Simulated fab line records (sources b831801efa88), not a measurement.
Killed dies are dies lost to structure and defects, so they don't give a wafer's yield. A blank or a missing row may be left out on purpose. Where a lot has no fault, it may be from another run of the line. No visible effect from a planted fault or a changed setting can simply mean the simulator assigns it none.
Chamber matching	flow sky130	SKY_FIELD_ISO_CMP_27 on cmp-01: 4 sister chambers
The step polishes, stops on Si3N4, t overpolish 16 s, target thk 457.8 nm. 4 wafers are shown with their chamber, then 9 later ones without.

WAFERS WITH THEIR CHAMBER
wafer	chamber	motorCurrentA (A)
L478.1	1	12.7
L482.5	3	11.4
L483.3	0	10.7
L483.5	2	12.5

WAFERS MISSING THEIR CHAMBER
wafer	motorCurrentA (A)
L486.1	11.5
L486.4	12.1
L486.6	11.1
L487.2	11.3
L487.4	13.1
L487.5	12.8
L488.4	13.1
L488.5	12.5
L488.6	11.9

WHICH CHAMBER EACH ONE RAN IN
wafer	from the rows above	in truth
L486.1	3	3
L486.4	can't be placed: 2 or 1 or 3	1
L486.6	can't be placed: 3 or 0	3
L487.2	can't be placed: 3 or 0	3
L487.4	can't be placed: 1 or 2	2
L487.5	can't be placed: 1 or 2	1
L488.4	can't be placed: 1 or 2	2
L488.5	can't be placed: 2 or 1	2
L488.6	can't be placed: 3 or 2 or 1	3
Correctly placed: 1 of 9. Not placeable from these rows: 8 (in 8, the candidates include the true chamber). Number placed wrongly: 0.
How it was worked out, from the rows above alone: a wafer's distance from a chamber is the root of the sum, over the readings, of the square of ((its reading less the chamber's mean) divided by the reading's scatter). The wafer belongs to the nearest chamber; if the next one is less than 2 further off, it can't be placed. A chamber's mean is the mean of its shown wafers. The scatter: root of mean squared gap, hidden wafer to nearest shown wafer, with one shown wafer a chamber.
